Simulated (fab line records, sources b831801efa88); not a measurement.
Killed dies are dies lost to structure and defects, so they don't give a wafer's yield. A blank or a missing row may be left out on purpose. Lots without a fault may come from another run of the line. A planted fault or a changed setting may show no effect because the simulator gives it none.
Chamber matching | flow sky130 | SKY_FIELD_ISO_CMP_27 on cmp-01: 4 sister chambers
The step polishes, stops on Si3N4, t overpolish 16 s, target thk 457.8 nm. 4 wafers are shown with their chamber, then 7 later ones without.

WAFERS WITH THEIR CHAMBER
wafer  | chamber | motor_current_A (A)
L542.5 | 2       | 11.0
L544.1 | 3       | 14.7
L544.2 | 1       | 12.5
L545.1 | 0       | 10.6

WAFERS WITHOUT THEIR CHAMBER
wafer  | motor_current_A (A)
L545.4 | 11.1
L545.5 | 11.7
L546.2 | 11.9
L546.3 | 12.2
L546.4 | 10.5
L553.6 | 11.1
L554.3 | 11.6

WHICH CHAMBER EACH WENT THROUGH
wafer  | from the rows above          | in truth
L545.4 | can't be placed: 2 or 0      | 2
L545.5 | can't be placed: 2 or 1 or 0 | 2
L546.2 | can't be placed: 1 or 2 or 0 | 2
L546.3 | 1                            | 1
L546.4 | can't be placed: 0 or 2      | 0
L553.6 | can't be placed: 2 or 0      | 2
L554.3 | can't be placed: 2 or 1 or 0 | 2
Placed correctly: 1 of 7. Can't be placed from these rows: 6 (the true chamber is among the candidates in 6). Placed wrongly: 0.
How it was worked out, from the rows above alone: a wafer's distance from a chamber is the root of the sum, over the readings, of the square of ((its reading less the chamber's mean) divided by the reading's scatter). The wafer belongs to the nearest chamber; if the next one is less than 2 further off, it can't be placed. A chamber's mean is the mean of its shown wafers. The scatter: with one shown wafer a chamber, the root of the mean of the squares of how far each hidden wafer lies from its nearest shown one.
